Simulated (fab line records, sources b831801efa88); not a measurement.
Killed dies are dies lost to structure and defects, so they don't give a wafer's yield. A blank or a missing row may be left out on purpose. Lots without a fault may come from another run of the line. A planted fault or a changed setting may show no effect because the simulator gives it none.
A struck lot beside a sound one | flow sky130 | 15 steps out of a route of 708
Sound: wafers L617.2, L617.3, L617.6. Struck: wafers L620.1, L620.3, L620.5. The cause comes at the end.
At each step with rows: each side's tool, then ch and its chambers, then its first start. Under that, the readings that differ: sound wafers | struck wafers | difference of the means | sigmas: that difference in standard deviations of wafers without a fault.
alike: readings whose means differ by less than 2 such deviations, and words and numbers that are the same on both sides. not compared: withheld readings, readings that some wafer has no value for, bounds like >300 that may hide the same value, and numbers for which the record gives no deviation and whose values overlap.
The two part at a step that has a row with sigmas, a row that says differs or no value, or rows on one side only. Numbers that don't overlap but have no deviation are shown without sigmas and don't part them. A reading that every wafer of one side lacks parts them only if that side has two wafers or more.

first, 2 steps without rows for these wafers: SKY_METAL3_CLEAN_22 (cleans in O3/DIW); SKY_VIA3_HDPCVD_00 (deposits SiO2, target thk 1635 nm, time 272.5 s).
SKY_VIA3_THK_MEAS_01:
  sound on film_metro-03, day 42 05:16; struck on film_metro-03, day 42 19:43
  alike: VIA3_HDPCVD_THK
SKY_VIA3_CMP_02: polishes SiO2.
  sound on cmp-02 ch 1,3, day 42 05:19; struck on cmp-01 ch 0,3, day 42 19:46
  reading             | sound          | struck         | difference | sigmas
  motor_current_A (A) | 11.2 10.6 10.6 | 14.5 12.7 13.1 | +2.6       | +2
SKY_VIA3_BOW_MEAS_03:
  sound on film_metro-02, day 42 05:38; struck on film_metro-03, day 42 20:04
  alike: VIA3_BOW
then, 7 steps without rows for these wafers: SKY_VIA3_DEHYDRATE_04 (time 60 s); SKY_VIA3_HMDS_05 (prime time 60 s); SKY_VIA3_COAT_06 (resist thk 60 nm); SKY_VIA3_COAT_07 (resist thk 450 nm); SKY_VIA3_SOFTBAKE_08 (time 90 s); SKY_VIA3_EXPOSE_09 (exposes mask VIM3, target cd 200 nm); SKY_VIA3_PEB_10.
SKY_VIA3_DEVELOP_11: develop time 60 s.
  sound on litho_track-03 ch 0, day 43 04:00; struck on litho_track-03 ch 0, day 43 18:00
  reading              | sound             | struck            | difference | sigmas
  developer_temp_C (C) | 21.05 21.03 21.10 | 21.86 21.86 21.95 | +0.83      | +7
  alike: chill_plate_temp_C
SKY_VIA3_CD_MEAS_12: target cd 200 nm.
  sound on cd_sem-01, day 43 04:21; struck on cd_sem-01, day 43 18:41
  alike: cd_nm
-- the record jumps here: 5 days lie between the struck wafers' starts before and after (it left off in module VIA3 and takes up again in module PAD_OPEN, whose first step shown is number 708 of the route) --
SKY_PAD_OPEN_PROBE_99:
  sound on prober-02, day 48 19:43; struck on prober-01, day 49 05:25
  alike: defect_limited_yield, killed_at_M0_to_M3, killed_at_M4_up, killed_at_contacts, killed_at_front_end, killed_at_other, killed_dies, killed_open, killed_short, sort_bin_3_pad_short, sort_bin_5_function, sort_bin_6_memory, sort_n_pass, sort_yield_pct

WHERE THEY PART
First at SKY_VIA3_CMP_02; last, within this record, at SKY_VIA3_DEVELOP_11. Later steps at which nothing parts them and some readings are alike: SKY_VIA3_CD_MEAS_12, SKY_PAD_OPEN_PROBE_99.

WHY: what the simulator had put in
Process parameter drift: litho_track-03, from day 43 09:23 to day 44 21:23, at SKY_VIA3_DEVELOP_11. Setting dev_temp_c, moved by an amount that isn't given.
